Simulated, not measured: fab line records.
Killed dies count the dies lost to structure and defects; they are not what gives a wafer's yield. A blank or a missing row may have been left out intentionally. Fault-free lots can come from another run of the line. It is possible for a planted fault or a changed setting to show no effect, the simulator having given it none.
fab line records	flow sky130
record: lots: 6	wafers: 18	last_day: 49
route steps=708 shown METAL1@446 VIA1@458 PAD_OPEN@708
lots that met no fault: taken from a fault-free run of the same line
start_h: hours from the record's first day to the start of the lot's first wafer shown	wait_h: time in hours since the lot's previous step	" the same as in the row above	L1.1+2: several wafers, shown together as one row	- no value present, or no start provided	* or withheld: withheld	< > ~ a bound
route shown NAME@n: NAME is a module with steps in the file, n the number in the route of the first one	usual: mean/standard deviation taken from wafers without a fault	same: alike in all rows	chamber/n: place in a boat	sites: readings site by site	_std_site: how widely they spread, as a standard deviation	_edge_site: outer sites' mean less inner sites'	radius_mm: how far each site lies from the wafer's centre	mask NAME#n: copy n	behind: the last tool/chamber to shape the wafer	hold: reason for holding the lot/hours on hold/outcome of the hold	device: transistor that didn't switch, given as n, p or np	end of line: the tests these same wafers got at the end of their route	step lacking rows: just its recipe	killed: count of dies lost to structure and defects at first sort (not the wafer's yield)	map: a wafer's dies, x killed, . not, _ none there
set.NAME: setting as actually run; set.NAME@STEP: the setting as run at that earlier step	model.NAME: the simulator's own value behind a step, which no gauge read
lots at selected steps of the route; one table per step, one row per wafer
services: a tool's chamber out of use, with start hour (start_h, from the record's first day; less than 0 if before it), hours out, and reason
== steps ==
step: SKY_METAL1_EXPOSE_12
recipe: mask_id: MM1	na: 0.8	source_shape: annular	sigma_inner: 0.55	sigma_outer: 0.85	target_cd_nm: 140	dose_mj: 28
step: SKY_METAL1_PEB_13
recipe: peb_temp_c: withheld	peb_time_s: withheld	resist: KrF-thick
step: SKY_METAL1_DEVELOP_14
recipe: develop_time_s: 60	resist: KrF-thick	dev_temp_c: 21
step: SKY_METAL1_CD_MEAS_15
recipe: target_cd_nm: 140
usual: cd_nm: 140.3/1.5
lot.wafer	tool	chamber	start_h	wait_h	cd_nm
L646.1	cd_sem-02	-	804.89	-	141.0
L646.2	"	-	"	"	139.7
L646.5	"	-	"	"	138.9
L647.1	cd_sem-02	-	811.37	-	140.1
L647.5	"	-	"	"	141.0
L647.6	"	-	"	"	141.6
L648.2	cd_sem-01	-	814.90	-	136.8
L648.3	"	-	"	"	137.6
L648.4	"	-	"	"	138.1
L651.1	cd_sem-01	-	835.77	-	139.0
L651.2	"	-	"	"	138.4
L651.4	"	-	"	"	139.1
L657.1	cd_sem-02	-	895.72	-	142.4
L657.2	"	-	"	"	139.9
L657.4	"	-	"	"	140.2
L658.1	cd_sem-02	-	896.07	-	141.8
L658.3	"	-	"	"	140.8
L658.6	"	-	"	"	142.1
step: SKY_METAL1_OVL_MEAS_16
usual: METAL1_OVL: 1/5.7
lot.wafer	tool	chamber	start_h	wait_h	METAL1_OVL[nm]
L646.1	overlay-02	-	805.01	0.1	10
L646.2	"	-	"	"	0
L646.5	"	-	"	"	7
L647.1	overlay-01	-	811.49	0.1	5
L647.5	"	-	"	"	2
L647.6	"	-	"	"	0
L648.2	overlay-01	-	815.01	0.1	2
L648.3	"	-	"	"	-6
L648.4	"	-	"	"	-3
L651.1	overlay-01	-	835.89	0.1	-5
L651.2	"	-	"	"	-14
L651.4	"	-	"	"	-11
L657.1	overlay-01	-	895.84	0.1	-5
L657.2	"	-	"	"	3
L657.4	"	-	"	"	1
L658.1	overlay-01	-	896.19	0.1	-5
L658.3	"	-	"	"	-1
L658.6	"	-	"	"	1
step: SKY_METAL1_DESCUM_17
recipe: chemistry: O2	source_power_w: 150	bias_power_w: 0	pressure_mtorr: 10	temp_c: 40	time_s: 8
usual: drypump_motor_current_A: 5.7/0.39	oes_product_au: 0.999/0.0089
lot.wafer	tool	chamber	start_h	wait_h	drypump_motor_current_A	oes_product_au	rf_hours_counter_h
L646.1	rie_metal-03	1	805.04	0.0	5.7	0.998	12
L646.2	"	0	"	"	6.3	1.001	7
L646.5	"	1	"	"	5.7	1.011	-
L647.1	rie_metal-01	0	811.53	0.0	5.9	0.986	4
L647.5	"	1	"	"	5.8	0.987	-
L647.6	"	0	"	"	5.9	0.987	-
L648.2	rie_metal-01	0	815.04	0.0	5.9	0.993	4
L648.3	"	1	"	"	5.8	1.000	-
L648.4	"	0	"	"	5.9	0.985	-
L651.1	rie_metal-03	0	835.93	0.0	6.3	1.013	8
L651.2	"	1	"	"	5.7	1.007	13
L651.4	"	1	"	"	5.7	1.001	-
L657.1	rie_metal-03	1	895.88	0.0	5.7	1.006	16
L657.2	"	0	"	"	6.3	1.008	11
L657.4	"	0	"	"	6.3	1.004	-
L658.1	rie_metal-02	0	896.23	0.0	4.9	1.000	15
L658.3	"	1	"	"	5.8	1.001	-
L658.6	"	1	"	"	5.8	1.010	-
step: SKY_METAL1_ETCH_18
recipe: chemistry: N2/H2	target: BARC	ion_energy_ev: 200	bias_w: 100	pressure_mtorr: 30	n2_flow_sccm: 100	h2_flow_sccm: 200	icp_w: 500	stop_on: SiO2	time_s: 45.9	target_depth_a: 600
usual: drypump_motor_current_A: 5.8/0.39	oes_product_au: 0.854/0.0048	throttle_valve_pct: 13.225/0.0094
lot.wafer	tool	chamber	start_h	wait_h	drypump_motor_current_A	oes_product_au	rf_hours_counter_h	throttle_valve_pct
L646.1	rie_metal-03	1	805.07	0.0	5.7	0.853	12	13.214
L646.2	"	0	"	"	6.3	0.852	7	13.226
L646.5	"	1	"	"	5.7	0.860	-	13.219
L647.1	rie_metal-01	0	811.56	0.0	5.9	0.850	4	13.236
L647.5	"	1	"	"	5.8	0.848	-	13.224
L647.6	"	0	"	"	5.9	0.862	-	13.211
L648.2	rie_metal-01	0	815.07	0.0	5.9	0.857	4	13.239
L648.3	"	1	"	"	5.8	0.849	-	13.226
L648.4	"	0	"	"	5.9	0.853	-	13.216
L651.1	rie_metal-03	0	835.96	0.0	6.3	0.859	8	13.242
L651.2	"	1	"	"	5.7	0.843	13	13.231
L651.4	"	1	"	"	5.7	0.860	-	13.227
L657.1	rie_metal-03	1	895.91	0.0	5.7	0.854	16	13.225
L657.2	"	0	"	"	6.3	0.856	11	13.223
L657.4	"	0	"	"	6.3	0.855	-	13.232
L658.1	rie_metal-02	0	896.26	0.0	4.9	0.852	15	13.231
L658.3	"	1	"	"	5.8	0.854	-	13.206
L658.6	"	1	"	"	5.8	0.856	-	13.235
step: SKY_METAL1_METAL_ETCH_19
recipe: target_depth_a: 3600	stop_on: SiO2	over_etch_frac: 0.3	time_s: 78	chemistry: Cl2/BCl3	resist_sidewall_deg: 88	pressure_mtorr: 10	icp_w: 900	bias_w: 48.5	Cl2_flow_sccm: 60	bcl3_flow_sccm: 30
usual: drypump_motor_current_A: 5.7/0.39	oes_product_au: 0.855/0.0055	throttle_valve_pct: 22.265/0.0087
lot.wafer	tool	chamber	start_h	wait_h	drypump_motor_current_A	oes_product_au	rf_hours_counter_h	throttle_valve_pct
L646.1	rie_metal-03	1	805.14	0.0	5.7	0.858	12	22.257
L646.2	"	0	"	"	6.3	0.848	7	22.276
L646.5	"	1	"	"	5.7	0.855	-	22.267
L647.1	rie_metal-01	0	811.62	0.0	5.9	0.845	4	22.272
L647.5	"	1	"	"	5.8	0.851	-	22.264
L647.6	"	0	"	"	5.9	0.859	-	22.271
L648.2	rie_metal-01	0	815.13	0.0	5.9	0.854	4	22.263
L648.3	"	1	"	"	5.8	0.859	-	22.258
L648.4	"	0	"	"	5.8	0.852	-	22.274
L651.1	rie_metal-03	0	836.02	0.0	6.3	0.859	8	22.255
L651.2	"	1	"	"	5.7	0.858	13	22.272
L651.4	"	1	"	"	5.7	0.864	-	22.258
L657.1	rie_metal-03	1	895.97	0.0	5.7	0.851	16	22.273
L657.2	"	0	"	"	6.3	0.851	11	22.248
L657.4	"	0	"	"	6.3	0.854	-	22.252
L658.1	rie_metal-02	0	896.32	0.0	4.9	0.863	15	22.256
L658.3	"	1	"	"	5.8	0.858	-	22.268
L658.6	"	1	"	"	5.8	0.857	-	22.258
step: SKY_METAL1_STRIP_20
recipe: chemistry: O2/N2	power_w: 1400	pressure_mtorr: 1500	platen_temp_c: withheld	o2_flow_sccm: 3000	n2_flow_sccm: 300	overash_fraction: 0.5
step: SKY_METAL1_STRIP_21
recipe: chemistry: post_etch_residue_remover	time_s: 1200	temp_c: 72.5
step: SKY_METAL1_CLEAN_22
recipe: chemistry: IPA	time_s: 180	temp_c: 25
step: SKY_METAL1_CLEAN_23
recipe: chemistry: O3/DIW	dry: n2_spin
step: SKY_VIA1_HDPCVD_00
recipe: material: SiO2	target_thk_nm: 1030	sigma_open_frac: 0.3	time_s: 171.7	temp_c: 400	sih4_flow_sccm: 60	pressure_mtorr: 6
usual: pressure_mtorr: 5.999/0.012	run_length_s: 199.4/0.39
lot.wafer	tool	chamber	start_h	wait_h	pressure_mtorr	run_length_s
L646.1	hdpcvd-01	0	805.88	0.0	5.999	199.2
L646.2	"	2	"	"	5.997	199.7
L646.5	"	1	"	"	6.007	199.2
L647.1	hdpcvd-01	0	812.33	0.0	-	-
L647.5	"	1	"	"	-	-
L647.6	"	0	"	"	-	-
L648.2	hdpcvd-02	2	815.85	0.0	-	-
L648.3	"	1	"	"	-	-
L648.4	"	2	"	"	-	-
L651.1	hdpcvd-02	0	836.79	0.0	5.985	199.6
L651.2	"	2	"	"	5.992	199.6
L651.4	"	1	"	"	5.997	200.1
L657.1	hdpcvd-01	2	896.65	0.0	5.974	199.5
L657.2	"	0	"	"	5.971	199.3
L657.4	"	0	"	"	5.989	200.0
L658.1	hdpcvd-02	1	897.00	0.0	5.996	199.2
L658.3	"	2	"	"	5.983	199.8
L658.6	"	0	"	"	6.016	199.1
step: SKY_VIA1_CMP_02
recipe: material: SiO2	down_force_psi: 4	platen_rpm: 60	pad_velocity_m_s: 0.94248
step: SKY_VIA1_BOW_MEAS_03
recipe: mode: bow
usual: VIA1_BOW: 81/7.3
lot.wafer	tool	chamber	start_h	wait_h	VIA1_BOW[um]
L646.1	film_metro-04	-	806.86	0.1	68
L646.2	"	-	"	"	83
L646.5	"	-	"	"	79
L647.1	film_metro-01	-	812.81	0.2	84
L647.5	"	-	"	"	66
L647.6	"	-	"	"	74
L648.2	film_metro-04	-	816.34	0.1	92
L648.3	"	-	"	"	77
L648.4	"	-	"	"	77
L651.1	film_metro-02	-	837.26	0.2	69
L651.2	"	-	"	"	74
L651.4	"	-	"	"	64
L657.1	film_metro-04	-	897.13	0.1	88
L657.2	"	-	"	"	91
L657.4	"	-	"	"	78
L658.1	film_metro-02	-	897.48	0.2	67
L658.3	"	-	"	"	88
L658.6	"	-	"	"	72
step: SKY_VIA1_DEHYDRATE_04
recipe: temp_c: 200	time_s: 60
step: SKY_VIA1_HMDS_05
recipe: prime_time_s: 60	prime_temp_c: 120
step: SKY_VIA1_COAT_06
recipe: resist: BARC	temp_c: withheld	time_s: withheld	spin_rpm: 3000	resist_thk_nm: 60
step: SKY_VIA1_COAT_07
recipe: resist: KrF-thick	spin_rpm: 3000	resist_thk_nm: 450
step: SKY_VIA1_SOFTBAKE_08
recipe: temp_c: 100	time_s: 90	resist: KrF-thick
step: SKY_VIA1_EXPOSE_09
recipe: mask_id: VIM	na: 0.8	source_shape: annular	sigma_inner: 0.55	sigma_outer: 0.85	target_cd_nm: 150	dose_mj: 38
step: SKY_VIA1_PEB_10
recipe: peb_temp_c: withheld	peb_time_s: withheld	resist: KrF-thick
step: SKY_VIA1_DEVELOP_11
recipe: develop_time_s: 60	resist: KrF-thick	dev_temp_c: 21
step: SKY_VIA1_CD_MEAS_12
recipe: target_cd_nm: 150
usual: cd_nm: 150.0/1.3
lot.wafer	tool	chamber	start_h	wait_h	cd_nm
L646.1	cd_sem-01	-	832.96	-	152.5
L646.2	"	-	"	"	150.6
L646.5	"	-	"	"	151.2
L647.1	cd_sem-01	-	839.07	-	151.4
L647.5	"	-	"	"	151.6
L647.6	"	-	"	"	151.1
L648.2	cd_sem-01	-	842.13	-	149.9
L648.3	"	-	"	"	151.1
L648.4	"	-	"	"	150.5
L651.1	cd_sem-01	-	863.26	-	151.9
L651.2	"	-	"	"	151.8
L651.4	"	-	"	"	152.7
L657.1	cd_sem-02	-	922.21	-	150.1
L657.2	"	-	"	"	150.5
L657.4	"	-	"	"	149.8
L658.1	cd_sem-01	-	922.22	-	149.7
L658.3	"	-	"	"	149.6
L658.6	"	-	"	"	149.4
step: SKY_VIA1_OVL_MEAS_13
usual: VIA1_OVL: 1/5.6
lot.wafer	tool	chamber	start_h	wait_h	VIA1_OVL[nm]
L646.1	overlay-02	-	833.08	0.1	5
L646.2	"	-	"	"	7
L646.5	"	-	"	"	3
L647.1	overlay-01	-	839.19	0.1	7
L647.5	"	-	"	"	8
L647.6	"	-	"	"	11
L648.2	overlay-02	-	842.24	0.1	7
L648.3	"	-	"	"	5
L648.4	"	-	"	"	9
L651.1	overlay-01	-	863.38	0.1	8
L651.2	"	-	"	"	6
L651.4	"	-	"	"	4
L657.1	overlay-01	-	922.33	0.1	3
L657.2	"	-	"	"	-9
L657.4	"	-	"	"	-2
L658.1	overlay-02	-	922.34	0.1	1
L658.3	"	-	"	"	6
L658.6	"	-	"	"	7
step: SKY_VIA1_ETCH_14
recipe: chemistry: N2/H2	target: BARC	ion_energy_ev: 200	source_w: 500	bias_w: 100	pressure_mtorr: 30	n2_flow_sccm: 100	h2_flow_sccm: 200	stop_on: SiO2	time_s: 45.9	target_depth_a: 600
usual: drypump_motor_current_A: 5.6/0.45	oes_product_au: 0.854/0.005	throttle_valve_pct: 13.226/0.0092
lot.wafer	tool	chamber	start_h	wait_h	drypump_motor_current_A	oes_product_au	rf_hours_counter_h	throttle_valve_pct
L646.1	rie_diel-03	3	833.12	0.0	4.7	0.856	18	13.230
L646.2	"	0	"	"	5.5	0.852	18	13.237
L646.5	"	3	"	"	4.7	0.854	-	13.225
L647.1	rie_diel-03	2	839.23	0.0	6.1	0.855	7	13.227
L647.5	"	1	"	"	5.8	0.849	-	13.243
L647.6	"	0	"	"	5.5	0.854	-	13.207
L648.2	rie_diel-01	1	842.27	0.0	5.4	0.861	6	13.217
L648.3	"	0	"	"	5.0	0.860	7	13.228
L648.4	"	3	"	"	6.0	0.856	9	13.239
L651.1	rie_diel-02	2	863.42	0.0	6.1	0.852	14	13.217
L651.2	"	1	"	"	5.8	0.854	24	13.228
L651.4	"	0	"	"	5.9	0.850	12	13.222
L657.1	rie_diel-01	2	922.37	0.0	5.9	0.858	21	13.210
L657.2	"	0	"	"	5.0	0.847	10	13.234
L657.4	"	1	"	"	5.4	0.851	8	13.229
L658.1	rie_diel-03	1	922.38	0.0	5.8	0.854	1	13.215
L658.3	"	2	"	"	6.1	0.852	9	13.234
L658.6	"	0	"	"	5.5	0.854	-	13.235
step: SKY_VIA1_ETCH_15
recipe: target: SiO2	chemistry: C4F8/O2/Ar	target_depth_nm: 351	stop_on: TiN	mask_material: KrF-thick	source_w: 1500	bias_w: 1200	pressure_mtorr: 40	c4f8_flow_sccm: withheld	O2_flow_sccm: 6	Ar_flow_sccm: 300	time_s: 54
usual: oes_product_au: 0.981/0.0059
lot.wafer	tool	chamber	start_h	wait_h	oes_product_au	rf_hours_counter_h	model.etch.depth_nm
L646.1	rie_diel-03	3	833.16	0.0	0.985	18	347.8
L646.2	"	0	"	"	0.980	18	344.9
L646.5	"	3	"	"	0.975	-	343.2
L647.1	rie_diel-03	2	839.27	0.0	0.379	7	0
L647.5	"	1	"	"	0.374	-	0
L647.6	"	0	"	"	0.376	-	0
L648.2	rie_diel-01	1	842.31	0.0	0.382	6	0
L648.3	"	0	"	"	0.374	7	0
L648.4	"	3	"	"	0.373	9	0
L651.1	rie_diel-02	2	863.46	0.0	0.981	14	345
L651.2	"	1	"	"	0.981	24	343.9
L651.4	"	0	"	"	0.978	12	343.9
L657.1	rie_diel-01	2	922.41	0.0	0.984	21	344.8
L657.2	"	0	"	"	0.973	10	341.1
L657.4	"	1	"	"	0.979	8	346.9
L658.1	rie_diel-03	1	922.42	0.0	0.988	1	344
L658.3	"	2	"	"	0.976	9	344.9
L658.6	"	0	"	"	0.984	-	344.3
step: SKY_VIA1_STRIP_16
recipe: chemistry: O2/N2	power_w: 1400	pressure_mtorr: 1500	platen_temp_c: withheld	o2_flow_sccm: 3000	n2_flow_sccm: 300	overash_fraction: 0.5
usual: drypump_motor_current_A: 5.7/0.49	oes_product_au: 0.416/0.0046	strip_time_to_endpoint_s: 4.455/0.023
same: overash_fraction: 0.5
lot.wafer	tool	chamber	start_h	wait_h	drypump_motor_current_A	oes_product_au	rf_hours_counter_h	strip_time_to_endpoint_s
L646.1	plasma_asher-01	0	833.20	0.0	5.2	0.418	91	4.434
L646.2	"	1	"	"	5.2	0.418	91	4.451
L646.5	"	0	"	"	5.1	0.418	-	4.436
L647.1	plasma_asher-01	1	839.32	0.0	5.2	0.421	91	4.463
L647.5	"	0	"	"	5.1	0.416	-	4.455
L647.6	"	1	"	"	5.2	0.424	-	4.449
L648.2	plasma_asher-01	1	842.35	0.0	5.2	0.414	92	4.447
L648.3	"	1	"	"	5.2	0.419	-	4.483
L648.4	"	0	"	"	5.1	0.416	-	4.476
L651.1	plasma_asher-02	1	863.51	0.0	6.1	0.411	45	4.454
L651.2	"	0	"	"	5.8	0.416	45	4.461
L651.4	"	1	"	"	6.1	0.415	-	4.414
L657.1	plasma_asher-01	0	922.46	0.0	5.2	0.416	96	4.435
L657.2	"	1	"	"	5.2	0.408	96	4.475
L657.4	"	0	"	"	5.1	0.420	-	4.431
L658.1	plasma_asher-03	1	922.47	0.0	6.4	0.414	78	4.429
L658.3	"	1	"	"	6.5	0.419	-	4.453
L658.6	"	1	"	"	6.5	0.418	-	4.459
step: SKY_PAD_OPEN_PROBE_99
usual: defect_limited_yield: 82.7/1.9	killed_at_M0_to_M3: 43/6.6	killed_at_M4_up: 3.1/1.6	killed_at_contacts: 23/5.6	killed_at_front_end: 15/4.2	killed_at_other: 0.2/0.43	killed_dies: 85/9.3	killed_on_rim: 17/3.6	killed_open: 46/6.6	killed_short: 39/6.2	sort_bin_3_pad_short: 0.8/0.37	sort_bin_5_function: 10.2/1.5	sort_bin_6_memory: 6.2/1.1	sort_n_pass: 407/9.3	sort_yield_pct: 82.7/1.9
same: gross_dies: 492	killed_at_back_side: 0	sort_bin_4_leakage[%]: 0	sort_bin_8_speed[%]: 0
lot.wafer	tool	chamber	start_h	wait_h	defect_limited_yield[%]	killed_at_M0_to_M3	killed_at_M4_up	killed_at_contacts	killed_at_front_end	killed_at_other	killed_dies	killed_on_rim	killed_open	killed_short	sort_bin_3_pad_short[%]	sort_bin_5_function[%]	sort_bin_6_memory[%]	sort_n_pass	sort_yield_pct[%]
L646.1	prober-02	-	1106.96	0.1	77.6	60	4	23	22	1	110	26	53	57	0.6	13.6	8.1	382	77.6
L646.2	prober-02	-	1107.01	0.1	83.1	40	4	27	12	0	83	9	48	35	0.2	10.4	6.3	409	83.1
L646.5	prober-02	-	1107.16	0.2	80.9	46	5	26	17	0	94	11	46	48	0.8	11.4	6.9	398	80.9
L647.1	prober-01	-	1110.43	0.1	0	477	2	8	5	0	492	96	11	11	23.0	72.8	4.3	0	0
L647.5	prober-01	-	1110.63	0.2	0	484	1	3	4	0	492	96	6	5	22.0	75.2	2.8	0	0
L647.6	prober-01	-	1110.68	0.2	0	483	1	4	4	0	492	96	9	5	24.4	72.4	3.3	0	0
L648.2	prober-02	-	1117.44	0.1	0	478	1	11	2	0	492	96	11	10	25.2	70.9	3.9	0	0
L648.3	prober-02	-	1117.49	0.2	0	484	1	5	2	0	492	96	12	11	21.5	75.4	3.0	0	0
L648.4	prober-02	-	1117.54	0.2	0	484	1	5	2	0	492	96	6	6	23.2	73.8	3.0	0	0
L651.1	prober-02	-	1131.02	0.1	84.3	47	2	20	8	0	77	14	50	27	0	10.2	5.5	415	84.3
L651.2	prober-02	-	1131.07	0.1	81.1	53	2	22	16	0	93	17	47	46	0.6	12.2	6.1	399	81.1
L651.4	prober-02	-	1131.17	0.2	81.7	47	5	27	11	0	90	21	42	48	1.2	10.6	6.5	402	81.7
L657.1	prober-02	-	1170.83	0.1	83.3	42	1	23	16	0	82	17	38	44	1.0	11.0	4.7	410	83.3
L657.2	prober-02	-	1170.88	0.1	80.1	48	3	28	19	0	98	20	57	41	0.8	13.2	5.9	394	80.1
L657.4	prober-02	-	1170.98	0.2	77.6	55	3	35	16	1	110	20	60	50	1.4	12.8	8.1	382	77.6
L658.1	prober-02	-	1173.15	0.1	82.7	47	2	17	19	0	85	14	45	40	0.8	8.9	7.5	407	82.7
L658.3	prober-02	-	1173.25	0.2	81.7	44	4	24	18	0	90	17	53	37	0.4	8.9	8.9	402	81.7
L658.6	prober-02	-	1173.40	0.2	83.3	40	4	26	12	0	82	16	43	39	0.2	10.2	6.3	410	83.3
killed by level:class
L646.1 VIA1:geometric_particle:open=11 FIELD_ISO:geometric_particle:open=8 VIA3:geometric_particle:open=8 METAL1:geometric_particle:short=8 METAL2:geometric_particle:short=8 FIELD_ISO:geometric_particle:short=7 CONTACT:geometric_particle:open=7 VIA2:geometric_particle:open=7
L646.2 CONTACT:geometric_particle:open=10 LI_CONTACT:geometric_particle:open=9 VIA1:geometric_particle:open=9 METAL1:geometric_particle:short=8 VIA3:geometric_particle:open=5 VIA2:geometric_particle:open=5 POLY_GATE:geometric_particle:short=4 VIA1:geometric_particle:short=4
L646.5 CONTACT:geometric_particle:open=13 VIA1:geometric_particle:open=12 METAL1:geometric_particle:short=9 FIELD_ISO:geometric_particle:short=6 VIA2:geometric_particle:open=6 LI_CONTACT:geometric_particle:short=5 VIA1:geometric_particle:short=5 METAL2:geometric_particle:short=5
L647.1 VIA1:lost_pattern=468 CONTACT:geometric_particle:open=5 LI_CONTACT:geometric_particle:open=3 METAL1:geometric_particle:short=2 METAL2:geometric_particle:short=2 METAL3:geometric_particle:short=2 VIA1:area_hdpcvd=2 SONOS_ONO:geometric_particle:short=1
L647.5 VIA1:lost_pattern=481 SPACER:geometric_particle:short=2 VIA2:geometric_particle:open=2 FIELD_ISO:geometric_particle:open=1 SPACER:geometric_particle:open=1 LI_CONTACT:geometric_particle:short=1 LI_CONTACT:geometric_particle:open=1 LOCAL_INTERCONNECT:geometric_particle:open=1
L647.6 VIA1:lost_pattern=478 POLY_CUT:geometric_particle:open=2 LI_CONTACT:geometric_particle:open=2 VIA1:geometric_particle:open=2 POLY_GATE:geometric_particle:open=1 SPACER:geometric_particle:short=1 VIA3:geometric_particle:short=1 CONTACT:geometric_particle:short=1
L648.2 VIA1:lost_pattern=469 CONTACT:geometric_particle:open=5 LI_CONTACT:geometric_particle:open=3 LOCAL_INTERCONNECT:geometric_particle:short=2 VIA1:geometric_particle:short=2 VIA2:geometric_particle:open=2 VIA1:area_hdpcvd=2 SONOS_ONO:geometric_particle:short=1
L648.3 VIA1:lost_pattern=467 METAL1:geometric_particle:short=4 CONTACT:geometric_particle:open=3 VIA1:geometric_particle:open=3 FIELD_ISO:geometric_particle:short=2 VIA2:geometric_particle:open=2 VIA1:area_hdpcvd=2 LI_CONTACT:geometric_particle:open=1
L648.4 VIA1:lost_pattern=477 VIA1:area_hdpcvd=3 LI_CONTACT:geometric_particle:open=2 VIA2:geometric_particle:open=2 FIELD_ISO:geometric_particle:open=1 SPACER:geometric_particle:short=1 LOCAL_INTERCONNECT:geometric_particle:short=1 CONTACT:geometric_particle:open=1
L651.1 VIA1:geometric_particle:open=11 CONTACT:geometric_particle:open=9 LI_CONTACT:geometric_particle:open=8 METAL1:geometric_particle:short=8 VIA3:geometric_particle:open=8 METAL2:geometric_particle:short=6 VIA2:geometric_particle:open=5 POLY_GATE:geometric_particle:short=2
L651.2 VIA1:geometric_particle:open=9 CONTACT:geometric_particle:open=9 POLY_GATE:geometric_particle:short=7 VIA1:geometric_particle:short=7 METAL2:geometric_particle:short=7 VIA3:geometric_particle:open=7 LI_CONTACT:geometric_particle:open=6 VIA2:geometric_particle:open=6
L651.4 LOCAL_INTERCONNECT:geometric_particle:short=9 VIA1:geometric_particle:open=8 VIA2:geometric_particle:short=7 LI_CONTACT:geometric_particle:open=6 CONTACT:geometric_particle:open=6 VIA3:geometric_particle:open=6 VIA2:geometric_particle:open=6 FIELD_ISO:geometric_particle:open=5
L657.1 LI_CONTACT:geometric_particle:open=8 VIA1:geometric_particle:open=7 METAL1:geometric_particle:short=6 CONTACT:geometric_particle:short=5 POLY_GATE:geometric_particle:short=5 VIA1:geometric_particle:short=5 VIA2:geometric_particle:open=5 LI_CONTACT:geometric_particle:short=4
L657.2 VIA1:geometric_particle:open=15 CONTACT:geometric_particle:open=7 VIA3:geometric_particle:open=7 CONTACT:geometric_particle:short=6 VIA2:geometric_particle:open=6 LI_CONTACT:geometric_particle:open=5 LOCAL_INTERCONNECT:geometric_particle:short=5 FIELD_ISO:geometric_particle:open=4
L657.4 CONTACT:geometric_particle:open=13 VIA1:geometric_particle:open=12 LI_CONTACT:geometric_particle:open=10 LI_CONTACT:geometric_particle:short=7 METAL2:geometric_particle:short=6 VIA2:geometric_particle:open=6 POLY_GATE:geometric_particle:open=5 POLY_GATE:geometric_particle:short=5
L658.1 VIA1:geometric_particle:open=12 VIA1:geometric_particle:short=8 FIELD_ISO:geometric_particle:short=5 CONTACT:geometric_particle:open=5 METAL1:geometric_particle:short=5 VIA2:geometric_particle:open=5 FIELD_ISO:geometric_particle:open=4 LOCAL_INTERCONNECT:geometric_particle:short=4
L658.3 LI_CONTACT:geometric_particle:open=11 VIA1:geometric_particle:open=10 VIA2:geometric_particle:open=10 CONTACT:geometric_particle:open=7 VIA1:geometric_particle:short=6 FIELD_ISO:geometric_particle:open=5 FIELD_ISO:geometric_particle:short=4 LOCAL_INTERCONNECT:geometric_particle:short=4
L658.6 VIA1:geometric_particle:open=14 CONTACT:geometric_particle:open=8 VIA3:geometric_particle:open=8 LOCAL_INTERCONNECT:geometric_particle:short=7 LI_CONTACT:geometric_particle:open=5 FIELD_ISO:geometric_particle:short=4 CONTACT:geometric_particle:short=4 METAL3:geometric_particle:short=4
map L647.1 (x killed, . not)
__________xxxxxxxxxx_________
________xxxxxxxxxxxxxx_______
______xxxxxxxxxxxxxxxxxx_____
_____xxxxxxxxxxxxxxxxxxxx____
____xxxxxxxxxxxxxxxxxxxxxx___
___xxxxxxxxxxxxxxxxxxxxxxxx__
__xxxxxxxxxxxxxxxxxxxxxxxxxx_
_xxxxxxxxxxxxxxxxxxxxxxxxxxxx
_xxxxxxxxxxxxxxxxxxxxxxxxxxxx
_xxxxxxxxxxxxxxxxxxxxxxxxxxxx
_xxxxxxxxxxxxxxxxxxxxxxxxxxxx
_xxxxxxxxxxxxxxxxxxxxxxxxxxxx
_xxxxxxxxxxxxxxxxxxxxxxxxxxxx
_xxxxxxxxxxxxxxxxxxxxxxxxxxxx
_xxxxxxxxxxxxxxxxxxxxxxxxxxxx
__xxxxxxxxxxxxxxxxxxxxxxxxxx_
___xxxxxxxxxxxxxxxxxxxxxxxx__
____xxxxxxxxxxxxxxxxxxxxxx___
_____xxxxxxxxxxxxxxxxxxxx____
______xxxxxxxxxxxxxxxxxx_____
________xxxxxxxxxxxxxx_______
__________xxxxxxxxxx_________
map L648.2 (x killed, . not)
__________xxxxxxxxxx_________
________xxxxxxxxxxxxxx_______
______xxxxxxxxxxxxxxxxxx_____
_____xxxxxxxxxxxxxxxxxxxx____
____xxxxxxxxxxxxxxxxxxxxxx___
___xxxxxxxxxxxxxxxxxxxxxxxx__
__xxxxxxxxxxxxxxxxxxxxxxxxxx_
_xxxxxxxxxxxxxxxxxxxxxxxxxxxx
_xxxxxxxxxxxxxxxxxxxxxxxxxxxx
_xxxxxxxxxxxxxxxxxxxxxxxxxxxx
_xxxxxxxxxxxxxxxxxxxxxxxxxxxx
_xxxxxxxxxxxxxxxxxxxxxxxxxxxx
_xxxxxxxxxxxxxxxxxxxxxxxxxxxx
_xxxxxxxxxxxxxxxxxxxxxxxxxxxx
_xxxxxxxxxxxxxxxxxxxxxxxxxxxx
__xxxxxxxxxxxxxxxxxxxxxxxxxx_
___xxxxxxxxxxxxxxxxxxxxxxxx__
____xxxxxxxxxxxxxxxxxxxxxx___
_____xxxxxxxxxxxxxxxxxxxx____
______xxxxxxxxxxxxxxxxxx_____
________xxxxxxxxxxxxxx_______
__________xxxxxxxxxx_________
== services ==
tool	chamber	start_h	hours	kind
rie_metal-02	1	818.03	-	clean
rie_metal-02	1	818.03	19.3	scheduled_down
rie_metal-02	1	818.03	19.3	vent_cycle
rie_diel-02	0	825.03	2.8	repair
hdpcvd-01	-	841.12	1.1	repair
plasma_asher-01	-	845.46	36.9	repair
rie_diel-03	1	859.56	-	clean
rie_diel-03	1	859.56	22.6	scheduled_down
rie_diel-03	1	859.56	22.6	vent_cycle
rie_diel-01	1	862.78	9.1	repair
plasma_asher-01	-	872.42	2.1	repair
rie_diel-02	3	881.37	9.0	repair
rie_metal-03	-	881.98	1.2	repair
plasma_asher-01	-	898.01	2.8	pm
rie_metal-02	0	898.25	75.1	repair
hdpcvd-01	-	907.66	1.2	repair
== key ==
first_sign: step: SKY_VIA1_HDPCVD_00	reading: tool_record	direction: missing
effect: step: SKY_VIA1_ETCH_15	reading: oes_product_au	direction: down	sigmas: 99+	usual: 0.981	struck: 0.376
effect: step: SKY_PAD_OPEN_PROBE_99	reading: killed_at_M0_to_M3	direction: up	sigmas: 66	usual: 43	struck: 482
model_effect: step: SKY_VIA1_ETCH_15	value: etch.depth_nm	without: 344.1	struck: 0
met_at SKY_VIA1_HDPCVD_00
struck_wafers L647.1,L647.5,L647.6,L648.2,L648.3,L648.4
later_rows_left_out L647.1,L647.5,L647.6,L648.2,L648.3,L648.4
onset_between 805.88 812.33
fault: kind: skipped_step_whole	tool: hdpcvd-01,hdpcvd-02	chamber: -	onset_h: 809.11	steps: SKY_VIA1_HDPCVD_00	scope: struck_lots_only
later_rows_left_out: the simulator's readings of these wafers behind a module that went badly wrong aren't trusted and aren't shown, but for the sort
